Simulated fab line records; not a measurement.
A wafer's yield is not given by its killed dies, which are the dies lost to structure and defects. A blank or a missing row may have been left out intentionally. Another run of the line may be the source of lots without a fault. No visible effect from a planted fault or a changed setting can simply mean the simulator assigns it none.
2 desks looking at one fault + flow sky130 + numbers are kept per desk, each desk with only its own; the story behind them comes last

AT THE TOOL OWNER'S DESK: implanter-03
The tool's own readings at SKY_SD_N_IMPLANT_09: means of the sampled wafers that have a number, for each lot that ran on this tool. The brackets show how far a lot's mean lies from the usual mean; more than 4 standard deviations puts the lot out of limits, marked OUT.
Columns: A = faraday current uA at SKY_SD_N_IMPLANT_09, usual 12305
| lot  | first seen here | A                |
|------|-----------------|------------------|
| L419 | day 28 09:59    | 14010            |
| L421 | day 28 18:47    | 16041            |
| L422 | day 29 22:14    | 15706            |
| L425 | day 30 14:14    | 17244 (+4.1) OUT |
This desk's finding: out of limits on L425; first on L425, day 30 14:14 (faraday current uA at SKY_SD_N_IMPLANT_09). L419, L421, L422: within limits.

METROLOGY DESK
Means of the sampled wafers that have a number, per lot and without regard to the tool the lot ran on: this is what the gauges read. The brackets show how far a lot's mean lies from the usual mean; more than 4 standard deviations puts the lot out of limits, marked OUT.
Columns: A = RES_XHIGH_TW at SKY_RES_XHIGH_TW_MEAS_09, usual 1644; B = cd nm at SKY_SD_N_CD_MEAS_07, usual 380 nm; C = SD_N_OVL at SKY_SD_N_OVL_MEAS_08, usual -0.9 nm; D = SD_N_TW at SKY_SD_N_TW_MEAS_12, usual 3989; E = SD_N_RS at SKY_SD_N_RS_MEAS_16, usual 68.64 ohm/sq; F = SD_P_RS at SKY_SD_N_RS_MEAS_17, usual 147.3 ohm/sq
| lot  | first seen here | A    | B   | C    | D    | E                | F     |
|------|-----------------|------|-----|------|------|------------------|-------|
| L418 | day 26 13:39    | 1664 | 380 | -3.9 | 4013 | 68.66            | 147.2 |
| L419 | day 27 06:28    | 1643 | 380 | -2.2 | 4008 | 68.60            | 147.6 |
| L421 | day 27 14:22    | 1642 | 381 | -1.6 | 3985 | 69.69 (+9.5) OUT | 148.1 |
| L422 | day 28 18:22    | 1640 | 384 | -2.8 | 3978 | 69.58 (+8.5) OUT | 147.2 |
| L425 | day 29 10:39    | 1645 | 377 | -2.0 | 3953 | 70.35 (+16) OUT  | 147.4 |
| L431 | day 31 12:53    | 1647 | 379 | -1.5 | 3983 | 68.52            | 146.9 |
| L436 | day 32 20:19    | 1639 | 378 | -2.5 | 3966 | 68.69            | 147.4 |
This desk reports L421, L422, L425 out of limits; the earliest was L421 at day 28 19:28 (SD_N_RS at SKY_SD_N_RS_MEAS_16). L418, L419, L431, L436: within limits.

ALL TOGETHER
An alarm was possible from the metrology desk at day 28 19:28, on L421, L422, L425.
The tool owner's desk had the chance to raise an alarm at day 30 14:14 on L425.
The tool owner's desk has L421, L422 on record, within its limits.
All the named lots went through SKY_SD_N_IMPLANT_09 on implanter-03.

WHAT THE SIMULATOR PUT IN
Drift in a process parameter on implanter-03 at SKY_SD_N_IMPLANT_09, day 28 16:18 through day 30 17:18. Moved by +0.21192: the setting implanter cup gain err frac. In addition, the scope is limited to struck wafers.
Struck lots among those shown: L421, L422, L425.
Hours from the fault's start to each desk's first reading out of limits: the metrology desk, 3; the tool owner's desk, 46.
